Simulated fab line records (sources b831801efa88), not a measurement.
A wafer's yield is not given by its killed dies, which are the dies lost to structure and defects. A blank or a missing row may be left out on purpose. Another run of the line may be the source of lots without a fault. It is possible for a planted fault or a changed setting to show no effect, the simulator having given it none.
Comparing a struck lot with a sound one -- flow gf180mcu -- 23 out of 602 route steps
Sound: the wafers L217.3, L217.4, L217.5. Wafers L220.1, L220.2, L220.6 were the ones struck. Last of all comes the cause.
At each step with rows: each side's tool, then ch and its chambers, then its first start. Under that, the readings that differ: sound wafers -- struck wafers -- difference of the means -- sigmas: that difference in standard deviations of wafers without a fault.
alike: words and numbers the same on both sides, and readings whose means are apart by under 2 such deviations; not compared: readings that were withheld, readings missing a value for some wafer, numbers with overlapping values and no deviation given by the record, and bounds like >300 which may hide the same value.
Wherever a step has rows on one side only, a row that says differs or no value, or a row with sigmas, the two part there. Numbers that don't overlap but have no deviation are shown without sigmas and don't part them. Lack of a reading on every wafer of one side parts them only where that side has two or more wafers.

first, 5 steps without rows for these wafers: GF_LVPWELL_COAT_02 (resist thk 3000 nm); GF_LVPWELL_SOFTBAKE_03; GF_LVPWELL_EXPOSE_04 (exposes mask LVPWELL, target cd 600 nm); GF_LVPWELL_PEB_05; GF_LVPWELL_DEVELOP_06 (develop time 60 s).
GF_LVPWELL_OVL_MEAS_07:
  sound: overlay-01 at day 7 12:42; struck: overlay-02 at day 8 06:23
  alike: LVPWELL_OVL
then, 2 steps without rows for these wafers: GF_LVPWELL_IMPLANT_08; GF_LVPWELL_IMPLANT_09.
GF_LVPWELL_STRIP_10: strips in O2/N2.
  sound on plasma_asher-04 ch 0,1, day 7 13:04; struck on plasma_asher-01 ch 0,1, day 8 06:43
  alike: drypump_motor_current_A, heater_power_w, oes_product_au, strip_time_to_endpoint_s
  not compared: rf_hours_counter_h
GF_LVPWELL_TW_MEAS_11:
  sound: film_metro-01 at day 7 13:09; struck: film_metro-04 at day 8 06:49
reading,sound,struck,difference,sigmas
LVPWELL_TW,559 557 559,550 548 549,-9,-3
then, 2 steps without rows for these wafers: GF_MVSD_DEHYDRATE_00 (time 60 s); GF_MVSD_HMDS_01 (prime time 60 s).
GF_MVSD_COAT_02: resist thk 3000 nm.
  sound on litho_track-01 ch 0, day 7 20:50; struck on litho_track-01 ch 0, day 8 14:38
reading,sound,struck,difference,sigmas
model.coat_of_MVSD_COAT_02.thk_nm (nm),3009 3007 2998,1688 1687 1685,-1318,
  alike: dispense_pressure_kPa
then, 3 steps without rows for these wafers: GF_MVSD_SOFTBAKE_03; GF_MVSD_EXPOSE_04 (exposes mask MVSD, target cd 1000 nm); GF_MVSD_PEB_05.
GF_MVSD_DEVELOP_06: develop time 60 s.
  sound on litho_track-01 ch 0; struck on litho_track-01 ch 0
reading,sound,struck,difference,sigmas
model.coat_of_MVSD_COAT_02.thk_nm (nm),3008 3006 2997,1687 1686 1684,-1318,
GF_MVSD_OVL_MEAS_07:
  sound: overlay-02 at day 8 04:00; struck: overlay-02 at day 8 22:53
  alike: MVSD_OVL
then, 2 steps without rows for these wafers: GF_MVSD_IMPLANT_08; GF_MVSD_IMPLANT_09.
GF_MVSD_STRIP_10: strips in O2/N2.
  sound on plasma_asher-03 ch 0,1, day 8 04:21; struck on plasma_asher-04 ch 0,1, day 8 23:13
reading,sound,struck,difference,sigmas
strip_time_to_endpoint_s (s),36.72 36.69 36.59,21.52 21.51 21.49,-15.16,-99 or more
  alike: drypump_motor_current_A, heater_power_w, oes_product_au
  not compared: rf_hours_counter_h
GF_MVSD_TW_MEAS_11:
  sound: film_metro-02 at day 8 04:26; struck: film_metro-01 at day 8 23:19
  alike: MVSD_TW
-- the record jumps here: 25 days lie between the struck wafers' starts before and after (it left off in module MVSD and takes up again in module PASSIVATION, whose first step shown is number 602 of the route) --
GF_PASSIVATION_PROBE_99:
  sound: prober-02 at day 33 08:14; struck: prober-01 at day 34 00:22
reading,sound,struck,difference,sigmas
model.etest.ldnmos_10p0.r_on_ohm_um,3761 3773 3721,3670 3663 3633,-96,
model.etest.ldnmos_10p0.drive_ua_um,540.2 539 536.4,546.2 543.4 546.9,+7.0,

== WHERE THEY PART ==
Last at GF_MVSD_STRIP_10 as far as this record goes, first at GF_LVPWELL_TW_MEAS_11. Later steps at which nothing parts them and some readings are alike: GF_MVSD_TW_MEAS_11.

WHY: the cause the simulator had injected
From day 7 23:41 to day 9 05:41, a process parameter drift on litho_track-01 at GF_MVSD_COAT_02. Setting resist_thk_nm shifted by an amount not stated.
